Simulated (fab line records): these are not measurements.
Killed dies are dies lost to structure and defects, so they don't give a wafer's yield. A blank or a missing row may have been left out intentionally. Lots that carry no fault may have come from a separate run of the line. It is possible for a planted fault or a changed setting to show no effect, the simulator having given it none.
8D (eight disciplines) problem report, filled in by code + flow sky130 + the parts of the form that need people (team, actions taken, sign-off) are left out

== 1. PROBLEM STATEMENT ==
Wafers without a fault read 98.7 s, standard deviation 0.51; run_length_s at SKY_POLY_GATE_ETCH_17 reads a mean of 114.7 s on 2 wafers belonging to 2 lots. That is +31 standard deviations from the usual mean.
The step: etches poly-Si in HBr/Cl2, stops on SiO2, target depth 180 nm, time 70.5 s.
First seen on wafer L338.6, day 19 02:26, on rie_si-01. At this step, 33 wafers from 11 lots have a number in the record. The rule behind "out" and "out of limits": a value lying over 4 standard deviations away from the usual mean. The rest of the wafers with a number are treated as sound.

== 2. WHAT IT IS AND WHAT IT IS NOT ==
| question                    | is                           | is not                                                                                                   |
|-----------------------------|------------------------------|----------------------------------------------------------------------------------------------------------|
| which readings at this step | run_length_s, oes_product_au | drypump_motor_current_A, throttle_valve_pct                                                              |
| which lots                  | L338, L340                   | L333, L334, L335, L343, L345, L347, L348, L351, L352                                                     |
| which wafers of those lots  | L338.6, L340.6               | L338.2, L338.4, L340.2, L340.3                                                                           |
| read on which tools         | rie_si-01                    | rie_si-02                                                                                                |
| when                        | from day 19 02:26            | up to then (11 sound wafers); but 20 sound wafers of L340, L343, L345, L347, L348, L351, L352 came after |

== 3. THE SUSPECTS, EACH WITH WHAT RULES IT OUT ==
Counting: if a tool at a process step up to the reading ran every lot that is out, it stays a suspect. Sound lots after the first of them don't rule it out here, since some wafers of a struck lot are sound.
- rie_si-01 at SKY_POLY_GATE_ETCH_17 (etches poly-Si in HBr/Cl2, stops on SiO2, target depth 180 nm, time 70.5 s): kept. Ran every lot that is out, first one L338 (day 19 02:26); last sound lot up to then L334 (day 18 23:22). On those wafers its own readings are out: oes_product_au, run_length_s.
The count leaves rie_si-01 at SKY_POLY_GATE_ETCH_17.

== 4. THE CAUSE (what the simulator had put in) ==
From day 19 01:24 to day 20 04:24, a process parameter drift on rie_si-01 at SKY_POLY_GATE_ETCH_17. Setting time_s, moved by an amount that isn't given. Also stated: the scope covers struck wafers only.
Counting left only this tool.

== 5. SEQUENCE OF EFFECTS, ordered by route ==
One row per reading whose mean, taken over the struck wafers that have a number, lies over 3 standard deviations from the usual. Only readings for which the record gives a usual standard deviation are gone through. hours: the time from each lot's start at the first step in this table that gives one to its start at this step, as a median over the lots. sigmas: the change in usual standard deviations.
| hours | step                   | reading                  | usual      | on struck wafers | change | sigmas |
|-------|------------------------|--------------------------|------------|------------------|--------|--------|
| 0     | SKY_POLY_GATE_ETCH_17  | oes_product_au           | 0.979 a.u. | 0.855            | -0.124 | -14    |
| 0     | SKY_POLY_GATE_ETCH_17  | run_length_s             | 98.7 s     | 114.7            | +16.0  | +31    |
| 0     | SKY_POLY_GATE_STRIP_18 | strip_time_to_endpoint_s | 3.19 s     | 3.01             | -0.18  | -3.2   |
Here are the process steps it includes:
- SKY_POLY_GATE_ETCH_17: etches poly-Si in HBr/Cl2, stops on SiO2, target depth 180 nm, time 70.5 s.
- SKY_POLY_GATE_STRIP_18: strips in O2/N2.

== 6. HOW IT WOULD HAVE BEEN CAUGHT EARLIER ==
In this record the first reading out of limits was taken at day 19 02:26, 1 hour after the fault began at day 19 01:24.
